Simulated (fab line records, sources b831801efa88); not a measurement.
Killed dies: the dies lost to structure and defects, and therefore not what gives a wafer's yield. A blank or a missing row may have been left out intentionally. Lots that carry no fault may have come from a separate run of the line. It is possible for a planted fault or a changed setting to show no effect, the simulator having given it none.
fab line records	flow sky130
record lots=10	wafers=30	last-day=50
route steps=708 shown VIA4@656 METAL5@665 PASSIVATION@683 PAD_OPEN@701
lots that met no fault: from a run of the same line without faults
start-h: start of the lot's first displayed wafer, in hours after the record's first day	wait-h: hours elapsed since this lot's preceding step	" the same as in the row above	L1.1+2: a single row standing in for several wafers	- either no value or no given start	* or withheld: withheld	< > ~ a bound
route shown NAME@n: NAME is a module with steps in the file, n the number in the route of the first one	usual: the fault-free wafers' mean and standard deviation	same: alike in all rows	chamber/n: place in a boat	sites: each site's reading	_std_site: standard deviation across them	_edge_site: mean of outer sites minus mean of inner sites	radius-mm: how far each site lies from the wafer's centre	mask NAME#n: copy n	behind: the tool/chamber that last shaped the wafer	hold: what put the lot on hold/how long, in hours/how the hold closed	device: transistor that didn't switch, given as n, p or np	end of line: at the end of the route, the tests of the same wafers	where a step has no rows: the recipe by itself	killed: dies lost to structure and defects at the first sort, not the wafer's yield	map: per-die view of a wafer (x killed, . not killed, _ where there is no die)
set.NAME: the setting as run; set.NAME@STEP: as run at that earlier step	model.NAME: the simulator's own value behind a step, which no gauge read
a sample of lots followed through the steps of the route, with each step as a table and each wafer as a row
services: the hour from which a tool's chamber was out of use, counted from the record's first day as start-h (under 0 if before that day), plus the number of hours and why
## steps
# step SKY_VIA4_SPUTTER_17
# recipe material=TiN	target-thk-nm=20	chamber-pressure-pa=5	power-w=4000	time-s=80
# usual throttle-valve-pct=30.7/1.3
lot.wafer	tool	chamber	start-h	wait-h	throttle-valve-pct
L219.4	pvd-sputter-01	-	1044.58	0.0	32.3
L219.5	"	-	"	"	31.2
L219.6	"	-	"	"	29.5
L220.1	pvd-sputter-01	-	1048.88	0.0	29.8
L220.3	"	-	"	"	31.3
L220.5	"	-	"	"	30.4
L222.2	pvd-sputter-03	-	1058.87	0.0	32.0
L222.4	"	-	"	"	31.2
L222.6	"	-	"	"	31.3
L223.1	pvd-sputter-01	-	1061.87	0.0	29.4
L223.2	"	-	"	"	31.3
L223.4	"	-	"	"	30.6
L224.3	pvd-sputter-03	-	1068.36	0.0	31.5
L224.5	"	-	"	"	32.1
L224.6	"	-	"	"	31.6
L229.1	pvd-sputter-04	-	1099.93	0.0	32.2
L229.3	"	-	"	"	29.3
L229.5	"	-	"	"	28.7
L230.3	pvd-sputter-04	-	1113.98	0.0	32.1
L230.5	"	-	"	"	28.5
L230.6	"	-	"	"	32.1
L236.2	pvd-sputter-03	-	1128.18	0.0	31.8
L236.4	"	-	"	"	31.8
L236.6	"	-	"	"	32.0
L237.1	pvd-sputter-01	-	1143.24	0.0	30.6
L237.3	"	-	"	"	29.5
L237.4	"	-	"	"	31.7
L238.1	pvd-sputter-01	-	1146.51	0.0	30.4
L238.3	"	-	"	"	32.4
L238.5	"	-	"	"	30.5
# step SKY_METAL5_SPUTTER_04
# recipe material=TiN	target-thk-nm=70	power-w=6500	time-s=58.3	chamber-pressure-pa=0.4
# usual throttle-valve-pct=29.8/1.3
lot.wafer	tool	chamber	start-h	wait-h	throttle-valve-pct
L219.4	pvd-sputter-04	-	1045.39	0.0	29.4
L219.5	"	-	"	"	28.5
L219.6	"	-	"	"	32.1
L220.1	pvd-sputter-04	-	1049.69	0.0	32.3
L220.3	"	-	"	"	28.5
L220.5	"	-	"	"	32.4
L222.2	pvd-sputter-02	-	1059.69	0.0	28.7
L222.4	"	-	"	"	30.6
L222.6	"	-	"	"	29.2
L223.1	pvd-sputter-02	-	1062.76	0.0	28.5
L223.2	"	-	"	"	29.1
L223.4	"	-	"	"	30.6
L224.3	pvd-sputter-02	-	1069.17	0.0	28.8
L224.5	"	-	"	"	29.2
L224.6	"	-	"	"	30.7
L229.1	pvd-sputter-02	-	1100.74	0.0	29.3
L229.3	"	-	"	"	29.0
L229.5	"	-	"	"	30.8
L230.3	pvd-sputter-04	-	1114.79	0.0	28.7
L230.5	"	-	"	"	29.1
L230.6	"	-	"	"	28.5
L236.2	pvd-sputter-04	-	1129.36	0.0	32.0
L236.4	"	-	"	"	28.5
L236.6	"	-	"	"	28.4
L237.1	pvd-sputter-02	-	1144.05	0.0	28.6
L237.3	"	-	"	"	28.6
L237.4	"	-	"	"	29.0
L238.1	pvd-sputter-04	-	1147.34	0.0	32.1
L238.3	"	-	"	"	28.7
L238.5	"	-	"	"	32.1
# step SKY_PASSIVATION_CVD_02
# recipe material=Si3N4	target-thk-nm=540	temp-c=400	time-s=withheld	rf-w=450
# usual heater-power-w=707/120	rf-fwd-power-W=449.0/1.3
lot.wafer	tool	chamber	start-h	wait-h	heater-power-w	rf-fwd-power-W
L219.4	pecvd-03	2	1067.76	0.1	538	451.1
L219.5	"	0	"	"	809	448.9
L219.6	"	1	"	"	721	449.0
L220.1	pecvd-04	2	1071.64	0.1	607	448.3
L220.3	"	0	"	"	780	449.4
L220.5	"	1	"	"	846	450.3
L222.2	pecvd-04	1	1082.06	0.0	797	451.1
L222.4	"	1	"	"	836	450.1
L222.6	"	0	"	"	750	446.9
L223.1	pecvd-03	2	1085.06	0.1	548	449.2
L223.2	"	0	"	"	734	449.1
L223.4	"	0	"	"	787	447.7
L224.3	pecvd-03	0	1090.73	0.1	733	450.4
L224.5	"	1	"	"	697	447.0
L224.6	"	0	"	"	757	450.5
L229.1	pecvd-01	2	1122.30	0.1	698	450.4
L229.3	"	1	"	"	589	449.1
L229.5	"	2	"	"	697	451.2
L230.3	pecvd-03	1	1135.19	0.1	749	449.6
L230.5	"	0	"	"	749	449.6
L230.6	"	1	"	"	614	449.9
L236.2	pecvd-04	1	1149.54	0.0	845	451.5
L236.4	"	2	"	"	672	449.7
L236.6	"	0	"	"	778	447.4
L237.1	pecvd-01	2	1162.71	0.1	594	448.3
L237.3	"	0	"	"	871	448.0
L237.4	"	2	"	"	640	449.3
L238.1	pecvd-04	2	1166.04	0.1	591	447.7
L238.3	"	1	"	"	724	451.8
L238.5	"	2	"	"	616	446.7
# step SKY_PASSIVATION_THK_MEAS_03
# recipe reads=Si3N4_of_PASSIVATION_CVD_02
# usual PASSIVATION_CVD_02_THK=539/6.9
lot.wafer	tool	chamber	start-h	wait-h	hold	PASSIVATION_CVD_02_THK[nm]
L219.4	film-metro-01	-	1067.91	-	-	545
L219.5	"	-	"	"	-	539
L219.6	"	-	"	"	-	546
L220.1	film-metro-02	-	1071.87	-	-	525
L220.3	"	-	"	"	-	537
L220.5	"	-	"	"	-	539
L222.2	film-metro-03	-	1082.29	-	-	533
L222.4	"	-	"	"	-	534
L222.6	"	-	"	"	-	541
L223.1	film-metro-01	-	1085.28	-	-	541
L223.2	"	-	"	"	-	537
L223.4	"	-	"	"	-	550
L224.3	film-metro-02	-	1090.97	-	-	531
L224.5	"	-	"	"	-	532
L224.6	"	-	"	"	-	538
L229.1	film-metro-03	-	1122.53	-	-	531
L229.3	"	-	"	"	-	541
L229.5	"	-	"	"	-	543
L230.3	film-metro-03	-	1135.44	-	await-dispo/0.2h/release	541
L230.5	"	-	"	"	await-dispo/0.2h/release	577
L230.6	"	-	"	"	await-dispo/0.2h/release	584
L230.3	film-metro-03	-	1135.67	0.2	-	540
L230.5	"	-	"	"	-	577
L230.6	"	-	"	"	-	584
L236.2	film-metro-01	-	1149.78	-	-	524
L236.4	"	-	"	"	-	537
L236.6	"	-	"	"	-	536
L237.1	film-metro-01	-	1162.93	-	-	532
L237.3	"	-	"	"	-	531
L237.4	"	-	"	"	-	541
L238.1	film-metro-02	-	1166.27	-	-	533
L238.3	"	-	"	"	-	537
L238.5	"	-	"	"	-	546
# step SKY_PASSIVATION_STRIP_12
# recipe chemistry=O2/N2	power-w=1400	pressure-mtorr=1500	platen-temp-c=withheld	overash-fraction=0.7	o2-flow-sccm=3000	n2-flow-sccm=300
# usual drypump-motor-current-A=5.5/0.52	n2-flow-sccm=300.0/1	oes-product-au=0.661/0.0047	strip-time-to-endpoint-s=31.56/0.12
lot.wafer	tool	chamber	start-h	wait-h	drypump-motor-current-A	n2-flow-sccm	oes-product-au	rf-hours-counter-h	strip-time-to-endpoint-s
L219.4	plasma-asher-02	1	1088.10	0.1	5.6	299.5	0.666	-	31.57
L219.5	"	0	"	"	4.9	297.6	0.662	-	31.49
L219.6	"	1	"	"	5.6	299.2	0.659	-	31.65
L220.1	plasma-asher-02	1	1092.62	0.1	5.6	299.7	0.663	3	31.71
L220.3	"	0	"	"	4.9	300.7	0.661	-	31.50
L220.5	"	1	"	"	5.6	299.5	0.659	-	31.62
L222.2	plasma-asher-02	1	1102.62	0.1	5.6	299.5	0.667	4	31.59
L222.4	"	0	"	"	4.9	299.9	0.664	-	31.54
L222.6	"	0	"	"	4.9	300.8	0.667	-	31.68
L223.1	plasma-asher-02	0	1105.16	0.1	4.9	300.1	0.670	4	31.31
L223.2	"	1	"	"	5.6	299.5	0.665	4	31.44
L223.4	"	1	"	"	5.6	298.3	0.662	-	31.38
L224.3	plasma-asher-03	0	1111.30	0.1	6.4	298.7	0.660	-	31.68
L224.5	"	0	"	"	6.4	301.2	0.667	-	31.46
L224.6	"	1	"	"	5.4	299.4	0.656	-	31.65
L229.1	plasma-asher-02	0	1142.06	0.1	4.9	299.8	0.655	8	31.58
L229.3	"	0	"	"	4.9	298.7	0.661	-	31.60
L229.5	"	0	"	"	4.9	299.8	0.668	-	31.67
L230.3	plasma-asher-01	1	1154.15	0.1	5.4	300.9	0.652	-	31.67
L230.5	"	0	"	"	5.2	300.7	0.650	-	31.66
L230.6	"	1	"	"	5.4	300.6	0.662	-	31.66
L236.2	plasma-asher-02	0	1167.67	0.1	4.9	301.0	0.661	11	31.48
L236.4	"	1	"	"	5.6	300.0	0.659	-	31.55
L236.6	"	1	"	"	5.6	299.5	0.659	-	31.56
L237.1	plasma-asher-03	0	1179.96	0.1	6.4	301.1	0.659	45	31.51
L237.3	"	0	"	"	6.4	300.5	0.658	-	31.59
L237.4	"	1	"	"	5.4	299.8	0.659	-	31.40
L238.1	plasma-asher-03	1	1183.36	0.1	5.4	301.2	0.666	45	31.36
L238.3	"	1	"	"	5.4	301.2	0.657	-	31.58
L238.5	"	1	"	"	5.4	300.4	0.671	-	31.55
# step SKY_PAD_OPEN_ETCH_07
# recipe chemistry=CF4/O2	target-depth-nm=725	stop-on=AlCu	source-w=800	bias-w=150	pressure-mtorr=150	cf4-flow-sccm=80	O2_flow_sccm=10	time-s=161.1
# usual drypump-motor-current-A=5.6/0.5	oes-product-au=0.974/0.0071	rf-fwd-power-W=796.9/2.3	throttle-valve-pct=5.964/0.0095
lot.wafer	tool	chamber	start-h	wait-h	drypump-motor-current-A	oes-product-au	rf-fwd-power-W	rf-hours-counter-h	throttle-valve-pct
L219.4	rie-diel-04	0	1108.28	-	6.3	0.988	795.8	20	5.966
L219.5	"	1	"	"	4.7	0.971	797.7	-	5.959
L219.6	"	2	"	"	5.5	0.978	797.4	-	5.963
L220.1	rie-diel-04	1	1112.70	-	4.8	0.964	796.5	11	5.968
L220.3	"	2	"	"	5.5	0.977	797.3	21	5.963
L220.5	"	1	"	"	4.7	0.979	797.7	-	5.971
L222.2	rie-diel-03	0	1122.03	-	6.5	0.966	795.3	17	5.970
L222.4	"	1	"	"	5.6	0.974	791.9	24	5.960
L222.6	"	0	"	"	6.5	0.979	797.2	-	5.968
L223.1	rie-diel-03	2	1125.10	-	5.3	0.971	798.6	20	5.939
L223.2	"	3	"	"	5.7	0.968	793.8	26	5.950
L223.4	"	0	"	"	6.6	0.983	798.5	17	5.962
L224.3	rie-diel-01	3	1130.80	-	6.0	0.974	797.2	27	5.956
L224.5	"	2	"	"	6.2	0.967	797.6	-	5.941
L224.6	"	3	"	"	6.0	0.970	796.9	-	5.967
L229.1	rie-diel-01	1	1160.25	-	5.8	0.971	797.9	25	5.961
L229.3	"	3	"	"	6.0	0.978	798.1	28	5.960
L229.5	"	1	"	"	5.8	0.978	795.3	-	5.978
L230.3	rie-diel-03	3	1171.68	-	5.8	0.978	796.2	27	5.960
L230.5	"	2	"	"	5.3	1.009	797.5	-	5.973
L230.6	"	1	"	"	5.6	0.996	798.7	-	5.954
L236.2	rie-diel-04	3	1184.76	-	5.3	0.964	798.3	29	5.949
L236.4	"	0	"	"	6.3	0.971	794.4	-	5.970
L236.6	"	3	"	"	5.3	0.975	798.5	-	5.962
L237.1	rie-diel-01	2	1195.55	-	6.2	0.969	795.0	13	5.975
L237.3	"	3	"	"	6.0	0.970	796.5	30	5.948
L237.4	"	1	"	"	5.8	0.969	798.2	27	5.976
L238.1	rie-diel-01	0	1198.30	-	5.3	0.965	799.2	21	5.967
L238.3	"	1	"	"	5.7	0.980	796.6	27	5.955
L238.5	"	0	"	"	5.3	0.973	798.1	-	5.963
# step SKY_PAD_OPEN_PROBE_99
# usual defect-limited-yield=82.6/1.9	killed_at_M0_to_M3=42/7.1	killed_at_M4_up=3.3/1.9	killed-at-contacts=24/5	killed-at-front-end=15/4.7	killed-at-other=0.3/0.61	killed-dies=86/9.6	killed-open=47/7.5	killed-short=38/6.6	sort_bin_3_pad_short=0.9/0.42	sort_bin_5_function=10.2/1.5	sort_bin_6_memory=6.3/1.1	sort-n-pass=406/9.6	sort-yield-pct=82.6/1.9
# same gross-dies=492	killed-at-back-side=0	sort_bin_4_leakage[%]=0	sort_bin_8_speed[%]=0
lot.wafer	tool	chamber	start-h	wait-h	defect-limited-yield[%]	killed_at_M0_to_M3	killed_at_M4_up	killed-at-contacts	killed-at-front-end	killed-at-other	killed-dies	killed-open	killed-short	sort_bin_3_pad_short[%]	sort_bin_5_function[%]	sort_bin_6_memory[%]	sort-n-pass	sort-yield-pct[%]
L222.2	prober-02	-	1124.39	0.1	83.1	42	2	19	20	0	83	39	44	1.0	8.5	7.3	409	83.1
L222.4	prober-02	-	1124.49	0.2	82.5	46	0	27	13	0	86	57	28	1.2	8.5	7.7	406	82.5
L222.6	prober-02	-	1124.59	0.2	82.1	40	1	30	17	0	88	49	39	0.6	10.2	7.1	404	82.1
L229.1	prober-02	-	1162.57	0.1	80.7	38	4	38	15	0	95	57	38	0.8	11.8	6.7	397	80.7
L229.3	prober-02	-	1162.67	0.2	80.5	38	1	34	23	0	96	61	34	0.8	10.2	8.5	396	80.5
L229.5	prober-02	-	1162.77	0.2	79.5	55	3	27	15	1	101	57	44	1.6	11.2	7.7	391	79.5
L230.6	prober-02	-	1176.02	0.2	81.5	38	1	25	26	1	91	49	41	1.0	9.6	7.9	401	81.5
# killed by level:class
L222.2 METAL1:geometric-particle:short=9 FIELD_ISO:geometric-particle:open=6 VIA1:geometric-particle:open=6 VIA2:geometric-particle:open=6 VIA3:geometric-particle:open=6 CONTACT:geometric-particle:open=5 METAL2:geometric-particle:short=5 FIELD_ISO:geometric-particle:short=4
L222.4 VIA1:geometric-particle:open=12 CONTACT:geometric-particle:open=12 LI_CONTACT:geometric-particle:open=9 VIA2:geometric-particle:open=9 METAL2:geometric-particle:short=5 POLY_GATE:geometric-particle:open=4 METAL1:geometric-particle:short=4 FIELD_ISO:geometric-particle:short=3
L222.6 CONTACT:geometric-particle:short=8 CONTACT:geometric-particle:open=8 VIA3:geometric-particle:open=8 FIELD_ISO:geometric-particle:open=7 METAL1:geometric-particle:short=7 LI_CONTACT:geometric-particle:open=6 VIA1:geometric-particle:open=5 VIA2:geometric-particle:open=5
L229.1 CONTACT:geometric-particle:open=16 LI_CONTACT:geometric-particle:open=10 VIA1:geometric-particle:open=10 CONTACT:geometric-particle:short=6 VIA3:geometric-particle:open=6 METAL1:geometric-particle:short=5 METAL2:geometric-particle:short=4 VIA2:geometric-particle:open=4
L229.3 CONTACT:geometric-particle:open=14 VIA1:geometric-particle:open=12 LI_CONTACT:geometric-particle:open=9 LI_CONTACT:geometric-particle:short=7 FIELD_ISO:geometric-particle:open=6 POLY_GATE:geometric-particle:short=6 VIA2:geometric-particle:open=6 POLY_GATE:geometric-particle:open=5
L229.5 VIA1:geometric-particle:open=16 LI_CONTACT:geometric-particle:open=10 METAL2:geometric-particle:short=8 FIELD_ISO:geometric-particle:short=7 CONTACT:geometric-particle:open=7 VIA3:geometric-particle:open=7 VIA2:geometric-particle:open=6 METAL1:geometric-particle:short=5
L230.6 CONTACT:geometric-particle:open=11 VIA1:geometric-particle:open=10 FIELD_ISO:geometric-particle:short=7 FIELD_ISO:geometric-particle:open=5 LOCAL_INTERCONNECT:geometric-particle:short=5 METAL1:geometric-particle:short=5 VIA2:geometric-particle:open=5 POLY_GATE:geometric-particle:open=4
## services
tool	chamber	start-h	hours	kind
pecvd-03	-	1021.59	6.0	pm
pecvd-04	2	1042.49	7.9	repair
rie-diel-03	-	1046.58	0.8	repair
pecvd-03	2	1051.52	3.1	repair
rie-diel-03	3	1052.54	10.3	repair
pecvd-03	1	1052.64	3.8	repair
pecvd-03	0	1055.08	8.8	repair
plasma-asher-02	-	1055.25	9.0	pm
rie-diel-01	3	1056.20	12.8	repair
pvd-sputter-04	-	1087.03	4.9	repair
rie-diel-01	1	1099.89	5.4	repair
plasma-asher-03	-	1103.54	2.8	pm
rie-diel-04	1	1118.93	3.1	repair
rie-diel-03	-	1141.43	15.6	pm
rie-diel-01	2	1145.57	2.4	repair
pvd-sputter-04	-	1145.82	0.5	repair
rie-diel-01	0	1146.90	17.6	repair
rie-diel-01	1	1161.13	9.0	repair
rie-diel-04	3	1162.04	1.6	repair
plasma-asher-02	-	1168.18	14.6	pm
rie-diel-03	-	1178.37	0.5	repair
rie-diel-04	2	1178.46	7.2	repair
plasma-asher-02	-	1182.89	1.5	repair
pvd-sputter-04	-	1185.28	2.0	repair
## key
first-sign step=SKY_PASSIVATION_THK_MEAS_03	reading=visit	direction=added
effect step=SKY_PASSIVATION_THK_MEAS_03	reading=PASSIVATION_CVD_02_THK	direction=up	sigmas=6.1	usual=539	struck=581
effect step=SKY_PAD_OPEN_ETCH_07	reading=oes-product-au	direction=up	sigmas=3.9	usual=0.974	struck=1.003
met-at SKY_PASSIVATION_CVD_02
struck-lots L230
struck-wafers L230.5,L230.6
not-acting-at SKY_VIA4_SPUTTER_17,SKY_METAL5_SPUTTER_04,SKY_PASSIVATION_STRIP_12
onset-between 1090.73 1135.19
fault kind=process-parameter-drift	tool=pecvd-03	chamber=-	onset-h=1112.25	steps=SKY_PASSIVATION_CVD_02	channel=time-s	offset=withheld	shape=step	end-h=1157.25	scope=struck-wafers-only	acts-in=*
